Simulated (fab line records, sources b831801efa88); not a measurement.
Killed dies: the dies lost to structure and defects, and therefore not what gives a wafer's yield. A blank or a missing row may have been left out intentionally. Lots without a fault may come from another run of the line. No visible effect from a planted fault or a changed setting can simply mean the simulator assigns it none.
A struck lot beside a sound one -- flow sky130 -- 19 out of 708 route steps
Sound: wafers L808.2, L808.3, L808.6. Wafers struck: L813.2, L813.4, L813.5. At the end, the cause is stated.
For every step that has rows: the tool of each side, followed by ch and its chambers, followed by its first start. Under that, the readings that differ: sound wafers -- struck wafers -- difference of the means -- sigmas: that difference in standard deviations of wafers without a fault.
alike: same words and numbers on both sides, and readings whose means sit less than 2 such deviations apart. not compared: any withheld reading, any reading some wafer has no value for, any bound like >300 that may hide the same value, and any number with overlapping values for which the record gives no deviation.
The two part at a step that has a row with sigmas, a row that says differs or no value, or rows on one side only. Numbers that don't overlap but have no deviation are shown without sigmas and don't part them. Lack of a reading on every wafer of one side parts them only where that side has two or more wafers.

first, 4 steps without rows for these wafers: SKY_NWELL_SOFTBAKE_06; SKY_NWELL_EXPOSE_07 (exposes mask NWM, target cd 840 nm); SKY_NWELL_PEB_08; SKY_NWELL_DEVELOP_09 (develop time 60 s).
SKY_NWELL_OVL_MEAS_10:
  sound: overlay-02 at day 5 22:05; struck: overlay-01 at day 7 00:41
reading,sound,struck,difference,sigmas
NWELL_00_OVL (nm),-1.9 -1.9 -1.9,2.1 2.2 2.5,+4.2,+3
then, 3 steps without rows for these wafers: SKY_NWELL_IMPLANT_11; SKY_NWELL_IMPLANT_12; SKY_NWELL_IMPLANT_13.
SKY_NWELL_STRIP_14: strips in O2/N2.
  sound on plasma-asher-04 ch 0,1, day 5 22:34; struck on plasma-asher-01 ch 0,1, day 7 01:10
  alike: drypump-motor-current-A, o2-flow-sccm, oes-product-au, strip-time-to-endpoint-s
  not compared: rf-hours-counter-h
SKY_NWELL_TW_MEAS_15:
  sound: film-metro-04 at day 5 22:41; struck: film-metro-04 at day 7 01:17
  alike: NWELL_TW
then, 2 steps without rows for these wafers: SKY_NWELL_DEHYDRATE_16 (time 60 s); SKY_NWELL_HMDS_17 (prime time 60 s).
SKY_NWELL_COAT_18: resist thk 3000 nm.
  sound on litho-track-01 ch 0, day 6 07:44; struck on litho-track-02, day 7 09:47
  no value came back on the struck wafers for chill-plate-temp-C (C), dispense-pressure-kPa (kPa); on the sound wafers chill-plate-temp-C (C) reads 23.17 22.81 23.08
then, 4 steps without rows for these wafers: SKY_NWELL_SOFTBAKE_19; SKY_NWELL_EXPOSE_20 (exposes mask NWM COMPLEMENT, target cd 840 nm); SKY_NWELL_PEB_21; SKY_NWELL_DEVELOP_22 (develop time 60 s).
SKY_NWELL_OVL_MEAS_23:
  sound: overlay-01 at day 6 18:01; struck: overlay-02 at day 7 20:28
reading,sound,struck,difference,sigmas
NWELL_01_OVL (nm),1.5 1.3 1.6,- - -,no value on the struck wafers,
next, for these wafers, 1 step has no rows: SKY_NWELL_IMPLANT_24.

== WHERE THEY PART ==
At SKY_NWELL_OVL_MEAS_10 first; at SKY_NWELL_OVL_MEAS_23 last (within this record only).

WHY: what had been put in by the simulator
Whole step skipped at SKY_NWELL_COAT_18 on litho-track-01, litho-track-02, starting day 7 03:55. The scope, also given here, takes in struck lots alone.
